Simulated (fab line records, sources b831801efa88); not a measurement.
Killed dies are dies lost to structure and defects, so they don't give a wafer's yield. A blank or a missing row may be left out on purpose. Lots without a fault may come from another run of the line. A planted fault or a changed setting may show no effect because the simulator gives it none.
Which tool did it? | flow sky130 | 13 lots, 39 wafers sampled, at 5 steps of a route of 708

WHAT THE GAUGES READ, wafer by wafer
SKY_VT_ADJUST_LVTN_OVL_MEAS_07.
lot  | measured     | on         | VT_ADJUST_LVTN_OVL (nm)
L308 | day 7 06:34  | overlay-01 | -1.3 -0.9 -0.7
L309 | day 7 18:08  | overlay-02 | 0.8 0.6 -0.5
L310 | day 7 22:43  | overlay-02 | 0.3 0.4 1.4
L311 | day 8 06:55  | overlay-02 | -0.6 0.1 -0.6
L312 | day 8 11:41  | overlay-01 | -0.6 0.0 0.3
L313 | day 8 14:52  | overlay-02 | 1.6 0.6 2.5
L314 | day 8 21:43  | overlay-01 | 0.0 -0.8 -0.2
L315 | day 9 07:47  | overlay-02 | -0.4 0.6 0.6
L316 | day 9 12:07  | overlay-02 | 0.4 -1.4 0.0
L317 | day 9 18:25  | overlay-02 | -0.4 -0.2 -1.8
L323 | day 11 08:34 | overlay-02 | 1.7 0.4 1.2
L324 | day 11 15:14 | overlay-01 | -2.1 -0.1 -1.2
L328 | day 12 13:55 | overlay-01 | -1.6 -1.6 -0.3

SKY_VT_ADJUST_HVTR_OVL_MEAS_08.
lot  | measured     | on         | VT_ADJUST_HVTR_OVL (nm)
L308 | day 10 01:43 | overlay-01 | -2.1 -1.3 -1.0
L309 | day 10 14:40 | overlay-02 | 0.3 1.6 1.5
L310 | day 10 19:32 | overlay-02 | 0.6 -0.3 1.2
L311 | day 11 05:11 | overlay-02 | 0.9 0.6 0.0
L312 | day 11 09:21 | overlay-02 | 2.6 2.0 3.1
L313 | day 11 12:02 | overlay-01 | -1.3 -1.3 -1.2
L314 | day 11 20:19 | overlay-01 | 118.3 117.9 117.9
L315 | day 12 07:32 | overlay-01 | 121.6 119.4 118.4
L316 | day 12 10:40 | overlay-01 | 117.2 116.0 117.5
L317 | day 12 19:13 | overlay-01 | 120.4 119.1 118.0
L323 | day 14 12:47 | overlay-01 | -0.8 -0.3 -2.1
L324 | day 14 20:14 | overlay-01 | 0.8 0.4 -1.2
L328 | day 15 23:00 | overlay-02 | 0.0 0.7 -0.2

SKY_POLY_GATE_THK_MEAS_01.
lot  | measured     | on            | POLY_GATE_CVD_00_THK (nm)
L308 | day 14 19:11 | film_metro-04 | 177.5 178.8 179.1
L309 | day 15 05:44 | film_metro-01 | 180.7 180.7 180.4
L310 | day 15 11:59 | film_metro-01 | 179.4 180.4 178.3
L311 | day 16 00:20 | film_metro-04 | 180.5 178.5 178.2
L312 | day 16 07:28 | film_metro-04 | 180.5 181.5 181.1
L313 | day 16 07:27 | film_metro-01 | 180.6 179.7 179.1
L314 | day 16 17:32 | film_metro-02 | 180.7 180.9 179.3
L315 | day 17 10:47 | film_metro-02 | 178.6 178.7 177.7
L316 | day 17 12:51 | film_metro-02 | 179.1 176.4 178.4
L317 | day 17 19:55 | film_metro-01 | 181.2 179.2 180.9
L323 | day 20 04:29 | film_metro-02 | 177.7 178.7 177.3
L324 | day 20 06:02 | film_metro-04 | 178.9 179.1 179.4
L328 | day 21 12:19 | film_metro-04 | 178.0 179.0 177.9

WHICH TOOL RAN EACH LOT (tool, then ch and the chambers of the sampled wafers, then the start)
lot  | SKY_FIELD_ISO_STRIP_16              | SKY_VT_ADJUST_HVTR_EXPOSE_04
L308 | plasma_asher-03 ch 0,1, day 2 07:28 | iline_stepper-01 ch 0, day 9 14:34
L309 | plasma_asher-01 ch 0,1, day 2 14:15 | iline_stepper-01 ch 0, day 10 02:58
L310 | plasma_asher-01 ch 0,1, day 2 16:37 | iline_stepper-01 ch 0, day 10 07:56
L311 | plasma_asher-03 ch 0,1, day 2 21:41 | iline_stepper-02 ch 0, day 10 17:34
L312 | plasma_asher-02 ch 0,1, day 3 02:22 | iline_stepper-02 ch 0, day 10 21:45
L313 | plasma_asher-02 ch 0,1, day 3 06:56 | iline_stepper-01 ch 0, day 11 01:10
L314 | plasma_asher-02 ch 0,1, day 3 13:10 | iline_stepper-01 ch 0, day 11 08:49
L315 | plasma_asher-03 ch 0,1, day 3 21:24 | iline_stepper-01 ch 0, day 11 19:39
L316 | plasma_asher-01 ch 1, day 4 01:10   | iline_stepper-01 ch 0, day 11 22:30
L317 | plasma_asher-03 ch 0,1, day 4 06:02 | iline_stepper-01 ch 0, day 12 06:46
L323 | plasma_asher-02 ch 0,1, day 5 12:26 | iline_stepper-02 ch 0, day 13 23:02
L324 | plasma_asher-03 ch 0,1, day 5 19:22 | iline_stepper-02 ch 0, day 14 06:58
L328 | plasma_asher-03 ch 0,1, day 6 13:07 | iline_stepper-02 ch 0, day 15 09:30
- SKY_FIELD_ISO_STRIP_16: strips in O2/N2.
- SKY_VT_ADJUST_HVTR_EXPOSE_04: exposes mask HVTRM, target cd 380 nm.

WHAT THE TOOLS THEMSELVES READ (means of the sampled wafers that have a number; where no wafer has one, the mark that the record gives instead)
SKY_FIELD_ISO_STRIP_16.
lot  | tool            | drypump_motor_current_A (A) | oes_product_au (a.u.) | strip_time_to_endpoint_s (s)
L308 | plasma_asher-03 | 5.61                        | 0.382                 | 3.54
L309 | plasma_asher-01 | 5.62                        | 0.380                 | 3.58
L310 | plasma_asher-01 | 5.68                        | 0.374                 | 3.52
L311 | plasma_asher-03 | 5.42                        | 0.384                 | 3.53
L312 | plasma_asher-02 | 5.88                        | 0.377                 | 3.56
L313 | plasma_asher-02 | 5.88                        | 0.379                 | 3.55
L314 | plasma_asher-02 | 5.87                        | 0.378                 | 3.55
L315 | plasma_asher-03 | 5.42                        | 0.383                 | 3.58
L316 | plasma_asher-01 | 5.73                        | 0.376                 | 3.56
L317 | plasma_asher-03 | 5.42                        | 0.378                 | 3.56
L323 | plasma_asher-02 | 5.87                        | 0.378                 | 3.49
L324 | plasma_asher-03 | 5.40                        | 0.384                 | 3.60
L328 | plasma_asher-03 | 5.40                        | 0.377                 | 3.57

THE ANSWER, worked out from the rows above alone
Rule: what is usual is taken from the lots themselves. Put in order of their means at a reading, lots are off if they are a third of the lots or fewer, leave a main group of 4 or more, and stand apart from it by a gap of 3 or more times the standard deviation of the main group's means; of several such gaps the widest counts. A main group whose means are all the same, to the digits that the tables above print for the reading, isn't used. A lot without any number at a reading at which 4 lots or more have one is off too. The other lots that the step has rows for count as sound. The gauges are gone through in route order, then the tools' own readings, and for those a lot's mean is taken as printed above. The first step at which some lot is off is used, and at that step the reading that is off furthest; a lot without a number counts as furthest.
Off: L314, L315, L316, L317, at SKY_VT_ADJUST_HVTR_OVL_MEAS_08 (VT_ADJUST_HVTR_OVL). The main group: mean 0.1 nm, standard deviation 1.2.
A tool fits if, at a process step before that reading, it ran every lot that is off, and no sound lot after the first of them. The gauges at SKY_VT_ADJUST_HVTR_OVL_MEAS_08 are tried like those tools. One fits: iline_stepper-01 at SKY_VT_ADJUST_HVTR_EXPOSE_04. Its last sound lot is L313 (day 11 01:10), its first lot that is off L314 (day 11 08:49): a fault that began between those two fits.

WHAT THE SIMULATOR HAD PUT IN
Scanner matching overlay: iline_stepper-01, from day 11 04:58 on, at SKY_VT_ADJUST_HVTR_EXPOSE_04. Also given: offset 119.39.
Lots struck among those shown: L314, L315, L316, L317. The rule above found the same.
